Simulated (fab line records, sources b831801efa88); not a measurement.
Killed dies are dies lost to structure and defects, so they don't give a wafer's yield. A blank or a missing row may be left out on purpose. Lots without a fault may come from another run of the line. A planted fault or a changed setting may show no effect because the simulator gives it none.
Split-lot experiment | flow sky130 | 5 lots, 23 wafers read, on a route of 708 steps

THE SPLIT
At SKY_METAL2_SPUTTER_01 (material TiN, target thk 20 nm, time 16.7 s), the setting time_s was moved away from the recipe's 16.7 s on 5 of the 23 wafers read, by -4.9% to +9.5%. The other wafers ran this setting at the recipe's value.

The reading is taken at the split's own step.

THE READING
TiN_of_METAL2_SPUTTER_01.thk_nm (the simulator's own value, which no gauge read), in nm, at SKY_METAL2_SPUTTER_01 (material TiN, target thk 20 nm, time 16.7 s). The file gives no usual value for it. The 18 wafers here that ran the recipe average 20.07 nm, standard deviation 0.22 nm.

wafer  | tool, chamber at the split | time_s as run, s | against the recipe | TiN_of_METAL2_SPUTTER_01.thk_nm, nm | against lot-mates on the recipe
L076.2 | pvd_sputter-01, -          | 16.7             | recipe             | 20.17                               | -
L076.3 | pvd_sputter-01, -          | 16.7             | recipe             | 20.46                               | -
L076.4 | pvd_sputter-01, -          | 16.7             | recipe             | 20.26                               | -
L080.1 | pvd_sputter-01, -          | 16.7             | recipe             | 19.91                               | -
L080.2 | pvd_sputter-01, -          | 16.7             | recipe             | 20.06                               | -
L080.3 | pvd_sputter-01, -          | 16.7             | recipe             | 20.34                               | -
L080.4 | pvd_sputter-01, -          | 16.7             | recipe             | 20.04                               | -
L080.6 | pvd_sputter-01, -          | 16.7             | recipe             | 20.15                               | -
L081.1 | pvd_sputter-02, -          | 16.7             | recipe             | 20.26                               | -
L081.2 | pvd_sputter-02, -          | 16.7             | recipe             | 19.68                               | -
L081.3 | pvd_sputter-02, -          | 16.7             | recipe             | 19.83                               | -
L081.4 | pvd_sputter-02, -          | 16.7             | recipe             | 19.91                               | -
L081.5 | pvd_sputter-02, -          | 16.7             | recipe             | 20.27                               | -
L083.2 | pvd_sputter-02, -          | 15.89            | -4.9%              | 19.01                               | -0.87
L083.3 | pvd_sputter-02, -          | 16.7             | recipe             | 19.91                               | -
L083.4 | pvd_sputter-02, -          | 16.7             | recipe             | 19.86                               | -
L083.5 | pvd_sputter-02, -          | 15.89            | -4.9%              | 19.07                               | -0.81
L083.6 | pvd_sputter-02, -          | 15.89            | -4.9%              | 18.67                               | -1.21
L082.1 | pvd_sputter-04, -          | 16.7             | recipe             | 20.41                               | -
L082.2 | pvd_sputter-04, -          | 16.7             | recipe             | 19.78                               | -
L082.3 | pvd_sputter-04, -          | 18.28            | +9.5%              | 21.84                               | +1.80
L082.4 | pvd_sputter-04, -          | 18.28            | +9.5%              | 21.67                               | +1.63
L082.6 | pvd_sputter-04, -          | 16.7             | recipe             | 19.93                               | -

THE FIT
A straight line over all 23 wafers: TiN_of_METAL2_SPUTTER_01.thk_nm changes by +0.196 nm for each +1% of time_s; r = +0.94; the points scatter about the line by 0.23 nm.
The same after taking each lot's own level away (the mean of its wafers on the recipe; 23 wafers): +0.187 nm for each +1%; r = +0.96; scatter 0.19 nm.
On that fit, the largest move of time_s shifts the reading by 1.8 nm.
The lots' own levels span 19.885 to 20.297 nm, that is 1.8 times the standard deviation above.
So the lot-to-lot level changes the slope little: the two slopes agree.
Check: with one of the wafers moved furthest among these (+9.5%) left out of the fit, the line predicts +1.72 nm for it against its lot-mates. It came out at +1.8 nm against them.

OTHER SPLITS ON THESE WAFERS
These wafers also went through other splits before the reading. Each is held against what the fit with the lots' levels taken away leaves over:
other split on the same wafers               | wafers away from the commonest value | r with TiN_of_METAL2_SPUTTER_01.thk_nm (lot level and that fit taken away)
SKY_LOCAL_INTERCONNECT_ETCH_13 ion_energy_ev | 11                                   | +0.17
SKY_METAL1_METAL_ETCH_19 over_etch_frac      | 8                                    | -0.15

THE FILE'S OWN FIT
TiN_of_METAL2_SPUTTER_01.thk_nm changes by +0.185 nm for each +1% of time_s, r = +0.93.
